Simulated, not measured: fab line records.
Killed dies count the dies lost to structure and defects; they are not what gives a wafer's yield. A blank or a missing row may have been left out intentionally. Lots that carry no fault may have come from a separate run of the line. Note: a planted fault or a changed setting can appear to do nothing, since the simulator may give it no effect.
Which tool was responsible? ; flow gf180mcu ; Sampling: 12 lots, 34 wafers, 5 of 602 route steps

== WHAT THE GAUGES SHOWED, per wafer ==
GF_M5_CD_MEAS_07: target cd 280 nm.
lot;measured;on;cdNm (nm)
L257;day 26 20:20;cdSem-01;280.7 279.2 280.3
L255;day 26 23:59;cdSem-01;278.0 277.6 278.7
L256;day 27 01:09;cdSem-01;280.6 279.6 280.2
L260;day 27 14:10;cdSem-01;277.9 278.5 277.9
L262;day 28 03:44;cdSem-02;279.5 279.9 280.1
L263;day 28 17:26;cdSem-01;279.7
L264;day 28 20:35;cdSem-02;277.1
L270;day 30 17:53;cdSem-02;280.1 280.8 280.1
L271;day 30 22:07;cdSem-02;282.3 280.5 280.2
L274;day 31 21:59;cdSem-02;278.9 278.0 278.2
L275;day 32 00:51;cdSem-01;277.9 278.5 277.9
L276;day 32 09:49;cdSem-01;279.3 278.7 279.9

== EACH LOT AND THE TOOL THAT RAN IT (in order: tool; ch and the chambers of the sampled wafers; start) ==
lot;GF_M4_METAL_ETCH_16;GF_V4_CMP_26;GF_MIM_SPUTTER_07;GF_MIM_METAL_ETCH_19
L257;rieMetal-02 ch 0,1, day 23 23:47;cmp-02 ch 0,2, day 25 00:14;pvdSputter-03, day 25 00:51;rieMetal-04 ch 0,1, day 25 22:08
L255;rieMetal-04 ch 1, day 24 01:41;cmp-02 ch 0,1,2, day 25 02:44;pvdSputter-03, day 25 03:15;rieMetal-04 ch 0,1, day 26 01:20
L256;rieMetal-02 ch 0,1, day 24 03:32;cmp-02 ch 1,2, day 25 03:50;pvdSputter-01, day 25 04:27;rieMetal-04 ch 0, day 26 02:35
L260;rieMetal-02 ch 0,1, day 24 17:26;cmp-01 ch 0,1,3, day 25 17:42;pvdSputter-01, day 25 18:19;rieMetal-04 ch 0, day 26 16:05
L262;rieMetal-04 ch 0,1, day 25 06:14;cmp-02 ch 1,3, day 26 06:38;pvdSputter-04, day 26 07:12;rieMetal-03 ch 1, day 27 05:08
L263;rieMetal-04 ch 0,1, day 25 20:29;cmp-02 ch 3, day 26 21:15;pvdSputter-04, day 26 21:53;rieMetal-03 ch 0, day 27 20:17
L264;rieMetal-01 ch 0,1, day 25 23:50;cmp-01 ch 2, day 27 00:05;pvdSputter-04, day 27 00:41;rieMetal-01 ch 0, day 27 22:29
L270;rieMetal-02 ch 1, day 28 02:14;cmp-01 ch 1,2,3, day 29 02:32;pvdSputter-03, day 29 03:04;rieMetal-04 ch 0,1, day 29 23:41
L271;rieMetal-04 ch 0,1, day 28 08:45;cmp-01 ch 0,2,3, day 29 08:32;pvdSputter-03, day 29 09:05;rieMetal-01 ch 0,1, day 30 04:15
L274;rieMetal-04 ch 0, day 29 13:05;cmp-02 ch 1,2,3, day 30 11:19;pvdSputter-01, day 30 11:49;rieMetal-03 ch 0,1, day 31 04:47
L275;rieMetal-01 ch 0,1, day 29 17:58;cmp-02 ch 0,1,2, day 30 15:03;pvdSputter-04, day 30 15:37;rieMetal-03 ch 0,1, day 31 08:35
L276;rieMetal-02 ch 0,1, day 30 04:14;cmp-02 ch 0,3, day 31 00:48;pvdSputter-01, day 31 01:22;rieMetal-01 ch 0,1, day 31 18:09
- GF_M4_METAL_ETCH_16: etches the open film in Cl2/BCl3, stops on SiO2, target depth 750.8 nm, time 125.1 s.
- GF_V4_CMP_26: polishes, stops on SiO2, t overpolish 15 s, target thk 0 nm.
- GF_MIM_SPUTTER_07: material TiN, target thk 60 nm, time 50 s.
- GF_MIM_METAL_ETCH_19: etches the open film in Cl2/BCl3, stops on Si3N4, target depth 324.5 nm, time 54.1 s.

== AS READ BY THE TOOLS THEMSELVES (means over the sampled wafers that have a number; for cases with no such wafer, the mark the record gives instead) ==
GF_M4_METAL_ETCH_16.
lot;tool;chamberPressureMTorr (mTorr);drypumpMotorCurrentA (A);oesProductAu (a.u.);throttleValvePct (%)
L257;rieMetal-02;7.998;6.3;1.001;28.226
L255;rieMetal-04;8.000;6.6;0.974;28.247
L256;rieMetal-02;7.998;6.0;0.993;28.220
L260;rieMetal-02;7.997;6.0;0.993;28.234
L262;rieMetal-04;7.999;6.1;0.988;28.227
L263;rieMetal-04;7.992;6.2;0.982;28.239
L264;rieMetal-01;7.998;6.5;0.988;28.223
L270;rieMetal-02;8.004;6.6;0.994;28.224
L271;rieMetal-04;7.994;6.3;0.989;28.225
L274;rieMetal-04;8.000;5.9;0.993;28.231
L275;rieMetal-01;8.000;6.4;0.992;28.229
L276;rieMetal-02;7.999;6.3;0.996;28.224

GF_V4_CMP_26.
lot;tool;motorCurrentA (A);overpolishRunS (s);slurryFlowMlMin;timeToEndpointS (s)
L257;cmp-02;10.9;14.999;149.8;83
L255;cmp-02;11.4;14.999;150.2;84
L256;cmp-02;11.0;15.002;150.3;81
L260;cmp-01;11.2;14.999;149.6;81
L262;cmp-02;12.4;15.004;150.0;85
L263;cmp-02;12.4;15.001;150.7;80
L264;cmp-01;9.9;14.995;150.0;86
L270;cmp-01;10.5;14.990;150.5;86
L271;cmp-01;10.6;15.000;149.9;85
L274;cmp-02;12.3;14.993;150.1;84
L275;cmp-02;11.1;15.002;149.8;84
L276;cmp-02;12.9;15.004;150.3;81

GF_MIM_SPUTTER_07.
lot;tool;throttleValvePct (%)
L257;pvdSputter-03;30.9
L255;pvdSputter-03;31.4
L256;pvdSputter-01;30.8
L260;pvdSputter-01;31.7
L262;pvdSputter-04;30.2
L263;pvdSputter-04;30.8
L264;pvdSputter-04;31.0
L270;pvdSputter-03;30.7
L271;pvdSputter-03;30.0
L274;pvdSputter-01;31.6
L275;pvdSputter-04;31.3
L276;pvdSputter-01;31.2

GF_MIM_METAL_ETCH_19.
lot;tool;chamberPressureMTorr (mTorr);drypumpMotorCurrentA (A);oesProductAu (a.u.);throttleValvePct (%)
L257;rieMetal-04;7.992;6.33;0.941;28.295
L255;rieMetal-04;7.996;6.34;0.948;28.285
L256;rieMetal-04;8.005;5.87;0.947;28.275
L260;rieMetal-04;8.004;5.88;0.951;28.275
L262;rieMetal-03;8.000;6.43;0.944;28.289
L263;rieMetal-03;7.991;6.12;0.964;28.267
L264;rieMetal-01;7.992;6.36;0.960;28.265
L270;rieMetal-04;8.003;6.09;0.944;28.302
L271;rieMetal-01;7.994;6.52;0.952;28.274
L274;rieMetal-03;8.004;6.24;0.948;28.275
L275;rieMetal-03;8.007;6.35;0.926;28.293
L276;rieMetal-01;8.003;6.47;0.941;28.282

== THE ANSWER, worked out from the rows above alone ==
Rule: the usual values come from the lots themselves. The widest of any qualifying gaps counts: lots, ordered by their means at a reading, are off when they make up no more than a third of the lots, leave a main group of 4 or more, and stand apart from it by 3 or more times the standard deviation of that group's means. If all means in a main group match to the digits the tables above print for the reading, that group is not used. Also off: a lot with no number at a reading for which 4 or more lots have one. Any other lot the step has rows for is counted as sound. First the gauges in route order, then the tools' own readings, where a lot's mean is used as printed above. At the first step where some lot is off, the reading lying furthest off is the one used; lots without a number count as furthest.
Across all readings shown, no lot is off: no conclusion can be drawn from this.

== WHAT HAD BEEN PUT IN BY THE SIMULATOR ==
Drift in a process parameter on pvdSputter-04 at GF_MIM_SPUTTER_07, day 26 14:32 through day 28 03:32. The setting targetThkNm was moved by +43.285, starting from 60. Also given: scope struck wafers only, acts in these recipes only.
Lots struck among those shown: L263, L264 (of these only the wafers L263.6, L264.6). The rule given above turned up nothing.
